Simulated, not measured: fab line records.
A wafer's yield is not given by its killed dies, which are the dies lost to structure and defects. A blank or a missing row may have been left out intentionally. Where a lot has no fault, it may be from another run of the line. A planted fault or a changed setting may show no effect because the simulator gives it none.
Tool commonality check | flow gf180mcu | Sample size 12 lots and 36 wafers

## REASON IT WAS OPENED
Of 12 lots, 2 have the reading VT_IMPLANT_4_TW flagged at GF_VT_IMPLANT_TW_MEAS_43. Wafers without a fault read 690, standard deviation 5.7.
Rule: a lot is flagged in two cases, either no wafer of it has a number, or all its wafers with numbers fall more than 4 standard deviations from that mean. All remaining lots are regarded as sound.

lot  | measured     | on           | VT_IMPLANT_4_TW, wafer by wafer | flag
L213 | day 9 06:16  | filmMetro-02 | 683 686 685                     | 
L214 | day 9 08:11  | filmMetro-01 | 688 693 689                     | 
L215 | day 9 16:08  | filmMetro-01 | 686 689 688                     | 
L216 | day 9 23:11  | filmMetro-03 | 689 689 693                     | 
L217 | day 10 07:17 | filmMetro-02 | 681 683 681                     | 
L218 | day 10 11:32 | filmMetro-03 | 699 701 695                     | 
L219 | day 10 18:07 | filmMetro-02 | 685 682 684                     | 
L220 | day 10 21:01 | filmMetro-03 | 774 776 774                     | FLAGGED
L224 | day 12 02:43 | filmMetro-03 | 773 778 776                     | FLAGGED
L228 | day 13 06:43 | filmMetro-02 | 683 688 682                     | 
L230 | day 13 17:56 | filmMetro-03 | 694 694 699                     | 
L231 | day 14 12:54 | filmMetro-01 | 691 691 691                     | 
The mean of the flagged lots' numbers is 775, +85 from the usual (+15 standard deviations).

## LOT BY LOT: THE TOOL USED
The record holds 2 process steps before the reading, out of a route of 602 steps. Every cell lists first the tool, next ch and the chambers used by the sampled wafers, and last the start.
lot  | flag    | GF_VT_IMPLANT_IMPLANT_41        | GF_VT_IMPLANT_STRIP_42
L213 |         | implanter-02 ch 0, day 9 06:01  | plasmaAsher-02 ch 0,1, day 9 06:10
L214 |         | implanter-02 ch 0, day 9 07:56  | plasmaAsher-02 ch 0,1, day 9 08:05
L215 |         | implanter-01 ch 0, day 9 15:53  | plasmaAsher-02 ch 0,1, day 9 16:01
L216 |         | implanter-02 ch 0, day 9 22:58  | plasmaAsher-03 ch 0,1, day 9 23:06
L217 |         | implanter-02 ch 0, day 10 07:04 | plasmaAsher-03 ch 0,1, day 10 07:13
L218 |         | implanter-01 ch 0, day 10 11:18 | plasmaAsher-02 ch 0,1, day 10 11:26
L219 |         | implanter-02 ch 0, day 10 17:52 | plasmaAsher-02 ch 0,1, day 10 18:01
L220 | FLAGGED | implanter-02 ch 0, day 10 20:46 | plasmaAsher-02 ch 0,1, day 10 20:55
L224 | FLAGGED | implanter-02 ch 0, day 12 02:28 | plasmaAsher-02 ch 0,1, day 12 02:37
L228 |         | implanter-03 ch 0, day 13 06:28 | plasmaAsher-01 ch 0,1, day 13 06:37
L230 |         | implanter-03 ch 0, day 13 17:42 | plasmaAsher-02 ch 0,1, day 13 17:50
L231 |         | implanter-01 ch 0, day 14 12:41 | plasmaAsher-01 ch 0,1, day 14 12:49
What these steps do:
- GF_VT_IMPLANT_IMPLANT_41
- GF_VT_IMPLANT_STRIP_42: strips in O2/N2.
- GF_VT_IMPLANT_TW_MEAS_43

## FLAGGED AGAINST TOTAL, ONE TOOL AT A TIME (gauges that did the reading follow at the end)
step                     | tool           | lots run | flagged | share of the flagged lots | sound lots run after its first flagged lot
GF_VT_IMPLANT_IMPLANT_41 | implanter-01   | 3        | 0       | none                      | -
GF_VT_IMPLANT_IMPLANT_41 | implanter-02   | 7        | 2       | all                       | 0
GF_VT_IMPLANT_IMPLANT_41 | implanter-03   | 2        | 0       | none                      | -
GF_VT_IMPLANT_STRIP_42   | plasmaAsher-01 | 2        | 0       | none                      | -
GF_VT_IMPLANT_STRIP_42   | plasmaAsher-02 | 8        | 2       | all                       | 1 (L230)
GF_VT_IMPLANT_STRIP_42   | plasmaAsher-03 | 2        | 0       | none                      | -
GF_VT_IMPLANT_TW_MEAS_43 | filmMetro-01   | 3        | 0       | none                      | -
GF_VT_IMPLANT_TW_MEAS_43 | filmMetro-02   | 4        | 0       | none                      | -
GF_VT_IMPLANT_TW_MEAS_43 | filmMetro-03   | 5        | 2       | all                       | 1 (L230)

## THE TABLE: WHAT IT ALLOWS
In the table, 3 rows ran each flagged lot (implanter-02 at GF_VT_IMPLANT_IMPLANT_41; plasmaAsher-02 at GF_VT_IMPLANT_STRIP_42; filmMetro-03 at GF_VT_IMPLANT_TW_MEAS_43).
- implanter-02 at GF_VT_IMPLANT_IMPLANT_41 ran 7 lots, 2 of them flagged. It ran its last sound lot, L219, at day 10 17:52 and its first flagged lot, L220, at day 10 20:46: a fault with its onset between the two fits. Its own readings lie more than 4 standard deviations out on every wafer of the flagged lots: doseIonsCm2, faradayCurrentUA.
- plasmaAsher-02 at GF_VT_IMPLANT_STRIP_42 ran 8 lots, 2 of them flagged. Sound lots followed the first flagged one (L230) on it, something a lasting fault affecting the whole tool could not allow.
- filmMetro-03 at GF_VT_IMPLANT_TW_MEAS_43 ran 5 lots, 2 of them flagged. Sound lots followed the first flagged one (L230) on it, something a lasting fault affecting the whole tool could not allow.
One tool is left: implanter-02 at GF_VT_IMPLANT_IMPLANT_41.

## WHAT THE SIMULATOR HAD INSERTED
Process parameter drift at GF_VT_IMPLANT_IMPLANT_41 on implanter-02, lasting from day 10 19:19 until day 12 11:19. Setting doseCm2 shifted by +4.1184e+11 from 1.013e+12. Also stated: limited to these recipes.
Shown lots that were struck: L220, L224. The rule above reached the same finding.
